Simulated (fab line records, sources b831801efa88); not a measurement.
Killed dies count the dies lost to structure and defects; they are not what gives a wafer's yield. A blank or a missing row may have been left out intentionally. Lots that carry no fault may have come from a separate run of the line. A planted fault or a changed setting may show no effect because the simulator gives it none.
fab line records -- flow sky130
record: lots: 13, wafers: 39, last-day: 50
route steps=708 shown LI_CONTACT@383 LOCAL_INTERCONNECT@399 CONTACT@417 PAD_OPEN@708
lots with no fault: from the same line, run without faults
start-h: start of the lot's first displayed wafer, in hours after the record's first day -- wait-h: hours elapsed since this lot's preceding step -- " unchanged from the row above -- L1.1+2: a row that stands for several wafers -- - no value, or no start given -- * or withheld: withheld -- < > ~ a bound
route shown NAME@n: NAME is a module with steps in the file, n the number in the route of the first one -- usual: mean/standard deviation taken from wafers without a fault -- same: alike in all rows -- chamber/n: place in a boat -- sites: the reading at each site -- _std_site: the standard deviation of these -- _edge_site: inner sites' mean taken away from outer sites' mean -- radius-mm: for every site, how far away it sits from the centre of the wafer -- mask NAME#n: copy n -- behind: the most recent tool/chamber to have shaped the wafer -- hold: why the lot went on hold/how many hours it stayed there/how the hold came to an end -- device: transistor that didn't switch, given as n, p or np -- end of line: the tests these same wafers got at the end of their route -- step lacking rows: just its recipe -- killed: not the wafer's yield, but the dies lost to structure and defects at the first sort -- map: the dies of a wafer, with x for killed, . for not killed, _ for no die there
set.NAME: the setting as run; set.NAME@STEP: as run at that earlier step -- model.NAME: the simulator's own value behind a step, which no gauge read
the route's steps for a sample of lots (tables are steps, rows are wafers)
services: the hour from which a tool's chamber was out of use, counted from the record's first day as start-h (under 0 if before that day), plus the number of hours and why
== steps ==
step: SKY_LI_CONTACT_CVD_21
recipe: material: W, target-thk-nm: 400, time-s: 120.56, temp-c: 400, pressure-torr: 40
usual: heater-power-w: 868/69
lot.wafer,tool,chamber,start-h,wait-h,heater-power-w
L198.2,cvd-w-02,1,683.16,0.0,890
L198.3,cvd-w-02,0,683.16,0.0,763
L198.4,cvd-w-02,1,683.16,0.0,854
L199.4,cvd-w-01,1,687.56,0.2,897
L199.5,cvd-w-01,1,687.56,0.2,919
L199.6,cvd-w-01,1,687.56,0.2,899
L200.1,cvd-w-02,0,699.69,0.0,754
L200.2,cvd-w-02,1,699.69,0.0,861
L200.6,cvd-w-02,0,699.69,0.0,788
L201.1,cvd-w-02,1,716.57,0.0,868
L201.4,cvd-w-02,1,716.57,0.0,886
L201.6,cvd-w-02,1,716.57,0.0,888
L208.1,cvd-w-02,1,769.85,0.0,881
L208.3,cvd-w-02,0,769.85,0.0,743
L208.5,cvd-w-02,1,769.85,0.0,897
L209.1,cvd-w-02,1,784.05,0.0,887
L209.4,cvd-w-02,1,784.05,0.0,876
L209.5,cvd-w-02,0,784.05,0.0,769
L210.1,cvd-w-01,1,792.72,0.0,909
L210.4,cvd-w-01,0,792.72,0.0,946
L210.6,cvd-w-01,0,792.72,0.0,937
L211.4,cvd-w-02,1,796.31,0.1,902
L211.5,cvd-w-02,1,796.31,0.1,890
L211.6,cvd-w-02,0,796.31,0.1,784
L212.1,cvd-w-02,0,805.62,0.0,754
L212.2,cvd-w-02,1,805.62,0.0,877
L212.3,cvd-w-02,0,805.62,0.0,766
L215.2,cvd-w-01,0,826.30,0.0,948
L215.4,cvd-w-01,0,826.30,0.0,947
L215.6,cvd-w-01,1,826.30,0.0,916
L219.2,cvd-w-02,1,850.71,0.0,902
L219.5,cvd-w-02,1,850.71,0.0,878
L219.6,cvd-w-02,0,850.71,0.0,767
L220.2,cvd-w-02,1,859.77,0.0,879
L220.3,cvd-w-02,0,859.77,0.0,779
L220.4,cvd-w-02,1,859.77,0.0,879
L221.1,cvd-w-01,1,864.55,0.0,922
L221.2,cvd-w-01,0,864.55,0.0,942
L221.6,cvd-w-01,1,864.55,0.0,927
step: SKY_LOCAL_INTERCONNECT_OVL_MEAS_12
usual: LOCAL_INTERCONNECT_OVL: 0/6.1
lot.wafer,tool,chamber,start-h,wait-h,LOCAL_INTERCONNECT_OVL[nm]
L198.2,overlay-01,-,712.44,0.1,-1
L198.3,overlay-01,-,712.44,0.1,2
L198.4,overlay-01,-,712.44,0.1,-1
L199.4,overlay-01,-,717.05,0.1,-3
L199.5,overlay-01,-,717.05,0.1,-8
L199.6,overlay-01,-,717.05,0.1,2
L200.1,overlay-01,-,729.68,0.1,-2
L200.2,overlay-01,-,729.68,0.1,5
L200.6,overlay-01,-,729.68,0.1,-3
L201.1,overlay-02,-,746.05,0.1,2
L201.4,overlay-02,-,746.05,0.1,8
L201.6,overlay-02,-,746.05,0.1,11
L208.1,overlay-02,-,796.90,0.1,-2
L208.3,overlay-02,-,796.90,0.1,2
L208.5,overlay-02,-,796.90,0.1,3
L209.1,overlay-01,-,811.37,0.1,-1
L209.4,overlay-01,-,811.37,0.1,-3
L209.5,overlay-01,-,811.37,0.1,6
L210.1,overlay-02,-,820.00,0.1,-2
L210.4,overlay-02,-,820.00,0.1,5
L210.6,overlay-02,-,820.00,0.1,-1
L211.4,overlay-02,-,824.07,0.1,-4
L211.5,overlay-02,-,824.07,0.1,-4
L211.6,overlay-02,-,824.07,0.1,-5
L212.1,overlay-02,-,832.81,0.1,5
L212.2,overlay-02,-,832.81,0.1,-3
L212.3,overlay-02,-,832.81,0.1,-1
L215.2,overlay-01,-,854.21,0.1,6
L215.4,overlay-01,-,854.21,0.1,9
L215.6,overlay-01,-,854.21,0.1,7
L219.2,overlay-01,-,877.54,0.1,5
L219.5,overlay-01,-,877.54,0.1,-1
L219.6,overlay-01,-,877.54,0.1,2
L220.2,overlay-02,-,886.76,0.1,5
L220.3,overlay-02,-,886.76,0.1,1
L220.4,overlay-02,-,886.76,0.1,-1
L221.1,overlay-02,-,891.17,0.1,2
L221.2,overlay-02,-,891.17,0.1,-5
L221.6,overlay-02,-,891.17,0.1,-4
step: SKY_CONTACT_EXPOSE_11
recipe: mask-id: CTM1, na: 0.8, source-shape: annular, sigma-inner: 0.55, sigma-outer: 0.85, target-cd-nm: 170, dose-mj: 38
usual: exposure-dose-mJ-cm2: 37.94/0.044, stage-vel-mm-s: 500.01/0.28
lot.wafer,tool,chamber,start-h,wait-h,mask,exposure-dose-mJ-cm2,stage-vel-mm-s
L198.2,krf-scanner-01,0,728.33,-,CTM1#0,37.91,499.97
L198.3,krf-scanner-01,0,728.33,-,CTM1#0,37.90,500.23
L198.4,krf-scanner-01,0,728.33,-,CTM1#0,37.92,499.85
L199.4,krf-scanner-01,0,733.59,-,CTM1#0,37.92,499.61
L199.5,krf-scanner-01,0,733.59,-,CTM1#0,37.93,499.96
L199.6,krf-scanner-01,0,733.59,-,CTM1#0,37.87,499.70
L200.1,krf-scanner-01,0,745.36,-,CTM1#0,37.86,500.13
L200.2,krf-scanner-01,0,745.36,-,CTM1#0,37.95,500.07
L200.6,krf-scanner-01,0,745.36,-,CTM1#0,37.89,499.87
L201.1,krf-scanner-02,0,763.08,-,CTM1#0,37.96,499.59
L201.4,krf-scanner-02,0,763.08,-,CTM1#0,37.98,500.35
L201.6,krf-scanner-02,0,763.08,-,CTM1#0,37.93,500.23
L208.1,krf-scanner-02,0,811.28,-,CTM1#0,38.00,500.08
L208.3,krf-scanner-02,0,811.28,-,CTM1#0,37.95,500.26
L208.5,krf-scanner-02,0,811.28,-,CTM1#0,37.95,500.08
L209.1,krf-scanner-02,0,826.11,-,CTM1#0,37.96,499.53
L209.4,krf-scanner-02,0,826.11,-,CTM1#0,37.97,499.92
L209.5,krf-scanner-02,0,826.11,-,CTM1#0,38.00,499.98
L210.1,krf-scanner-01,0,835.06,-,CTM1#0,37.90,500.07
L210.4,krf-scanner-01,0,835.06,-,CTM1#0,37.93,500.16
L210.6,krf-scanner-01,0,835.06,-,CTM1#0,37.86,500.45
L211.4,krf-scanner-01,0,838.94,-,CTM1#0,37.95,500.31
L211.5,krf-scanner-01,0,838.94,-,CTM1#0,37.90,500.10
L211.6,krf-scanner-01,0,838.94,-,CTM1#0,37.91,500.19
L212.1,krf-scanner-01,0,847.24,-,CTM1#0,37.94,499.86
L212.2,krf-scanner-01,0,847.24,-,CTM1#0,37.91,500.17
L212.3,krf-scanner-01,0,847.24,-,CTM1#0,38.02,499.99
L215.2,krf-scanner-01,0,868.75,-,CTM1#0,37.86,499.74
L215.4,krf-scanner-01,0,868.75,-,CTM1#0,37.90,499.56
L215.6,krf-scanner-01,0,868.75,-,CTM1#0,37.88,499.87
L219.2,krf-scanner-01,0,892.11,-,CTM1#0,37.95,499.53
L219.5,krf-scanner-01,0,892.11,-,CTM1#0,37.91,500.11
L219.6,krf-scanner-01,0,892.11,-,CTM1#0,37.98,500.17
L220.2,krf-scanner-01,0,900.43,-,CTM1#0,37.90,500.05
L220.3,krf-scanner-01,0,900.43,-,CTM1#0,37.90,500.20
L220.4,krf-scanner-01,0,900.43,-,CTM1#0,37.88,500.13
L221.1,krf-scanner-01,0,905.93,-,CTM1#0,37.92,500.30
L221.2,krf-scanner-01,0,905.93,-,CTM1#0,37.91,500.26
L221.6,krf-scanner-01,0,905.93,-,CTM1#0,37.84,500.30
step: SKY_CONTACT_CD_MEAS_14
recipe: target-cd-nm: 170
usual: cd-nm: 170.1/1.4
lot.wafer,tool,chamber,start-h,wait-h,cd-nm
L198.2,cd-sem-02,-,742.38,-,168.3
L198.3,cd-sem-02,-,742.38,-,168.6
L198.4,cd-sem-02,-,742.38,-,167.8
L199.4,cd-sem-01,-,747.24,-,172.0
L199.5,cd-sem-01,-,747.24,-,171.1
L199.6,cd-sem-01,-,747.24,-,170.3
L200.1,cd-sem-01,-,758.51,-,172.2
L200.2,cd-sem-01,-,758.51,-,172.9
L200.6,cd-sem-01,-,758.51,-,172.7
L201.1,cd-sem-01,-,776.16,-,171.7
L201.4,cd-sem-01,-,776.16,-,172.2
L201.6,cd-sem-01,-,776.16,-,172.0
L208.1,cd-sem-01,-,824.46,-,129.1
L208.3,cd-sem-01,-,824.46,-,129.0
L208.5,cd-sem-01,-,824.46,-,170.8
L209.1,cd-sem-01,-,838.46,-,127.1
L209.4,cd-sem-01,-,838.46,-,169.8
L209.5,cd-sem-01,-,838.46,-,169.6
L210.1,cd-sem-02,-,847.21,-,169.7
L210.4,cd-sem-02,-,847.21,-,171.8
L210.6,cd-sem-02,-,847.21,-,170.5
L211.4,cd-sem-01,-,851.49,-,169.0
L211.5,cd-sem-01,-,851.49,-,170.3
L211.6,cd-sem-01,-,851.49,-,170.9
L212.1,cd-sem-01,-,859.86,-,172.8
L212.2,cd-sem-01,-,859.86,-,172.8
L212.3,cd-sem-01,-,859.86,-,171.1
L215.2,cd-sem-01,-,882.13,-,170.4
L215.4,cd-sem-01,-,882.13,-,170.0
L215.6,cd-sem-01,-,882.13,-,170.1
L219.2,cd-sem-02,-,904.53,-,171.1
L219.5,cd-sem-02,-,904.53,-,172.4
L219.6,cd-sem-02,-,904.53,-,172.1
L220.2,cd-sem-02,-,913.18,-,167.8
L220.3,cd-sem-02,-,913.18,-,169.3
L220.4,cd-sem-02,-,913.18,-,169.0
L221.1,cd-sem-02,-,918.33,-,170.7
L221.2,cd-sem-02,-,918.33,-,170.8
L221.6,cd-sem-02,-,918.33,-,170.8
step: SKY_CONTACT_OVL_MEAS_15
usual: CONTACT_OVL: -1/5.4
lot.wafer,tool,chamber,start-h,wait-h,CONTACT_OVL[nm]
L198.2,overlay-01,-,742.49,0.1,-2
L198.3,overlay-01,-,742.49,0.1,-5
L198.4,overlay-01,-,742.49,0.1,2
L199.4,overlay-02,-,747.32,0.1,9
L199.5,overlay-02,-,747.32,0.1,-4
L199.6,overlay-02,-,747.32,0.1,6
L200.1,overlay-01,-,758.63,0.1,4
L200.2,overlay-01,-,758.63,0.1,0
L200.6,overlay-01,-,758.63,0.1,-4
L201.1,overlay-02,-,776.28,0.1,-3
L201.4,overlay-02,-,776.28,0.1,2
L201.6,overlay-02,-,776.28,0.1,-3
L208.1,overlay-01,-,824.58,0.1,-5
L208.3,overlay-01,-,824.58,0.1,-4
L208.5,overlay-01,-,824.58,0.1,-7
L209.1,overlay-01,-,838.58,0.1,-4
L209.4,overlay-01,-,838.58,0.1,-8
L209.5,overlay-01,-,838.58,0.1,-9
L210.1,overlay-02,-,847.33,0.1,-7
L210.4,overlay-02,-,847.33,0.1,-12
L210.6,overlay-02,-,847.33,0.1,4
L211.4,overlay-01,-,851.57,0.1,-5
L211.5,overlay-01,-,851.57,0.1,-3
L211.6,overlay-01,-,851.57,0.1,1
L212.1,overlay-01,-,859.98,0.1,4
L212.2,overlay-01,-,859.98,0.1,-1
L212.3,overlay-01,-,859.98,0.1,4
L215.2,overlay-02,-,882.24,0.1,6
L215.4,overlay-02,-,882.24,0.1,4
L215.6,overlay-02,-,882.24,0.1,0
L219.2,overlay-01,-,904.63,0.1,-5
L219.5,overlay-01,-,904.63,0.1,4
L219.6,overlay-01,-,904.63,0.1,-2
L220.2,overlay-02,-,913.28,0.1,4
L220.3,overlay-02,-,913.28,0.1,-4
L220.4,overlay-02,-,913.28,0.1,7
L221.1,overlay-02,-,918.45,0.1,-3
L221.2,overlay-02,-,918.45,0.1,-6
L221.6,overlay-02,-,918.45,0.1,-2
step: SKY_PAD_OPEN_PROBE_99
usual: killed_at_M0_to_M3: 43/7.1, killed_at_M4_up: 3.2/1.9, killed-at-contacts: 23/5.1, killed-at-front-end: 15/4.5, killed-at-other: 0.4/0.65, killed-dies: 85/9.4, killed-on-rim: 17/4, killed-open: 47/6.8, killed-short: 38/6.1
same: gross-dies: 492, killed-at-back-side: 0
lot.wafer,tool,chamber,start-h,wait-h,killed_at_M0_to_M3,killed_at_M4_up,killed-at-contacts,killed-at-front-end,killed-at-other,killed-dies,killed-on-rim,killed-open,killed-short
L200.1,prober-02,-,1097.07,0.1,36,5,21,21,0,83,16,50,32
L200.2,prober-02,-,1097.12,0.1,54,4,16,16,0,90,19,50,39
L200.6,prober-02,-,1097.32,0.2,45,6,29,8,2,90,15,51,39
L208.1,prober-02,-,1147.75,0.1,49,3,420,14,0,486,94,50,35
L208.3,prober-02,-,1147.85,0.2,41,3,428,16,0,488,95,44,32
L208.5,prober-02,-,1147.95,0.2,41,5,23,11,0,80,14,41,38
L209.1,prober-01,-,1156.78,0.1,46,1,427,14,0,488,96,46,36
L209.4,prober-01,-,1156.93,0.2,42,4,27,18,0,91,14,53,36
L209.5,prober-01,-,1156.98,0.2,43,4,30,12,0,89,13,54,35
L211.6,prober-01,-,1163.17,0.2,42,5,25,15,0,87,14,45,42
L215.2,prober-01,-,1184.34,0.1,50,5,20,7,1,83,12,45,37
L215.4,prober-01,-,1184.44,0.2,42,2,23,11,2,80,12,42,36
L215.6,prober-01,-,1184.54,0.2,58,1,38,12,0,109,24,56,53
killed by level:class
L200.1 CONTACT:geometric-particle:open=11 VIA2:geometric-particle:open=9 FIELD_ISO:geometric-particle:open=7 VIA1:geometric-particle:open=7 FIELD_ISO:geometric-particle:short=6 VIA1:geometric-particle:short=6 LI_CONTACT:geometric-particle:open=6 VIA3:geometric-particle:open=4
L200.2 VIA1:geometric-particle:open=11 VIA2:geometric-particle:open=9 VIA3:geometric-particle:open=7 CONTACT:geometric-particle:open=6 LI_CONTACT:geometric-particle:open=6 METAL1:geometric-particle:short=6 VIA2:geometric-particle:short=6 VIA1:geometric-particle:short=5
L200.6 CONTACT:geometric-particle:open=12 VIA1:geometric-particle:open=12 VIA2:geometric-particle:open=8 LOCAL_INTERCONNECT:geometric-particle:short=7 METAL2:geometric-particle:short=6 LI_CONTACT:geometric-particle:open=5 METAL1:geometric-particle:short=5 VIA3:geometric-particle:open=5
L208.1 CONTACT:area-expose=401 VIA3:geometric-particle:open=13 CONTACT:geometric-particle:open=8 METAL2:geometric-particle:short=6 VIA1:geometric-particle:open=6 VIA2:geometric-particle:open=6 METAL1:geometric-particle:short=5 FIELD_ISO:geometric-particle:open=4
L208.3 CONTACT:area-expose=411 VIA1:geometric-particle:open=13 POLY_GATE:geometric-particle:open=6 CONTACT:geometric-particle:open=6 METAL1:geometric-particle:short=5 VIA2:geometric-particle:open=5 LOCAL_INTERCONNECT:geometric-particle:short=4 VIA1:geometric-particle:short=4
L208.5 VIA1:geometric-particle:open=14 CONTACT:geometric-particle:open=7 METAL2:geometric-particle:short=7 LOCAL_INTERCONNECT:geometric-particle:short=6 LI_CONTACT:geometric-particle:open=5 VIA2:geometric-particle:open=5 VIA3:geometric-particle:open=5 METAL1:geometric-particle:short=4
L209.1 CONTACT:area-expose=405 VIA1:geometric-particle:open=14 CONTACT:geometric-particle:open=9 METAL2:geometric-particle:short=8 LI_CONTACT:geometric-particle:open=7 VIA1:geometric-particle:short=5 VIA3:geometric-particle:short=5 FIELD_ISO:geometric-particle:open=3
L209.4 CONTACT:geometric-particle:open=12 VIA1:geometric-particle:open=10 LI_CONTACT:geometric-particle:open=6 METAL2:geometric-particle:short=6 VIA3:geometric-particle:open=6 FIELD_ISO:geometric-particle:short=5 VIA2:geometric-particle:open=5 POLY_GATE:geometric-particle:short=4
L209.5 VIA1:geometric-particle:open=13 CONTACT:geometric-particle:open=11 VIA3:geometric-particle:open=8 LI_CONTACT:geometric-particle:short=6 LI_CONTACT:geometric-particle:open=6 FIELD_ISO:geometric-particle:short=4 VIA2:geometric-particle:open=4 LOCAL_INTERCONNECT:geometric-particle:short=4
L211.6 VIA1:geometric-particle:open=12 LOCAL_INTERCONNECT:geometric-particle:short=9 VIA3:geometric-particle:open=8 VIA2:geometric-particle:open=7 FIELD_ISO:geometric-particle:short=6 CONTACT:geometric-particle:open=6 LI_CONTACT:geometric-particle:open=4 VIA1:geometric-particle:short=4
L215.2 VIA1:geometric-particle:open=11 METAL1:geometric-particle:short=9 LI_CONTACT:geometric-particle:open=7 VIA3:geometric-particle:open=6 VIA1:geometric-particle:short=4 CONTACT:geometric-particle:open=4 VIA2:geometric-particle:open=4 METAL2:geometric-particle:short=4
L215.4 LI_CONTACT:geometric-particle:open=7 VIA1:geometric-particle:open=7 METAL2:geometric-particle:short=7 CONTACT:geometric-particle:open=6 FIELD_ISO:geometric-particle:open=5 METAL1:geometric-particle:open=5 VIA1:geometric-particle:short=4 LI_CONTACT:geometric-particle:short=4
L215.6 CONTACT:geometric-particle:open=16 VIA1:geometric-particle:open=12 METAL2:geometric-particle:short=9 VIA1:geometric-particle:short=9 VIA2:geometric-particle:open=9 LI_CONTACT:geometric-particle:open=8 VIA3:geometric-particle:open=6 CONTACT:geometric-particle:short=6
== services ==
tool,chamber,start-h,hours,kind
cvd-w-01,0,679.13,9.8,repair
krf-scanner-02,-,693.42,0.8,pm
krf-scanner-02,-,708.68,3.0,pm
krf-scanner-02,-,720.30,11.6,pm
cvd-w-02,-,726.53,1.1,repair
krf-scanner-01,-,750.11,0.7,repair
krf-scanner-02,-,752.20,1.0,pm
cvd-w-01,-,767.74,6.9,pm
krf-scanner-01,-,769.80,1.3,pm
krf-scanner-02,-,775.81,1.3,pm
krf-scanner-01,-,777.88,1.0,pm
krf-scanner-01,-,781.17,2.5,repair
krf-scanner-01,0,805.75,-,calibration
krf-scanner-01,-,807.06,0.2,repair
krf-scanner-01,-,810.27,4.4,pm
krf-scanner-01,-,817.31,0.8,pm
krf-scanner-01,-,859.10,3.6,pm
krf-scanner-02,-,862.65,0.8,pm
cvd-w-01,1,871.40,3.7,repair
krf-scanner-01,-,873.96,0.7,repair
cvd-w-01,0,898.67,4.3,repair
cvd-w-01,-,904.00,14.0,pm
cvd-w-01,0,904.00,14.0,vent-cycle
cvd-w-01,1,904.00,14.0,vent-cycle
== key ==
first-sign: step: SKY_CONTACT_CD_MEAS_14, reading: cd-nm, direction: down, sigmas: 30, usual: 170.1, struck: 128.4
effect: step: SKY_PAD_OPEN_PROBE_99, reading: killed-at-contacts, direction: up, sigmas: 79, usual: 23, struck: 425
more-kills-born-at: SKY_CONTACT_EXPOSE_11@krf-scanner-02: 1217
met-at SKY_CONTACT_EXPOSE_11
struck-lots L208,L209
struck-wafers L208.1,L208.3,L209.1
later-rows-left-out L208.1,L208.3,L209.1
tester-left-out L208,L209
not-acting-at SKY_LI_CONTACT_CVD_21,SKY_LOCAL_INTERCONNECT_OVL_MEAS_12,SKY_CONTACT_OVL_MEAS_15
onset-between 763.08 811.28
fault: kind: process-parameter-drift, tool: krf-scanner-02, chamber: -, onset-h: 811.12, steps: SKY_CONTACT_EXPOSE_11, channel: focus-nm, offset: 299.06, shape: step, end-h: 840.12, scope: struck-wafers-only
tester-left-out: of these lots the tester's yield and bins aren't shown, on N5 and GAA mostly nor the transistor test; their killed dies are dies lost to structure and defects alone, not to doping, threshold or leakage, so they don't give the yield
later-rows-left-out: the simulator's readings of these wafers behind a module that went badly wrong aren't trusted and aren't shown, but for the sort
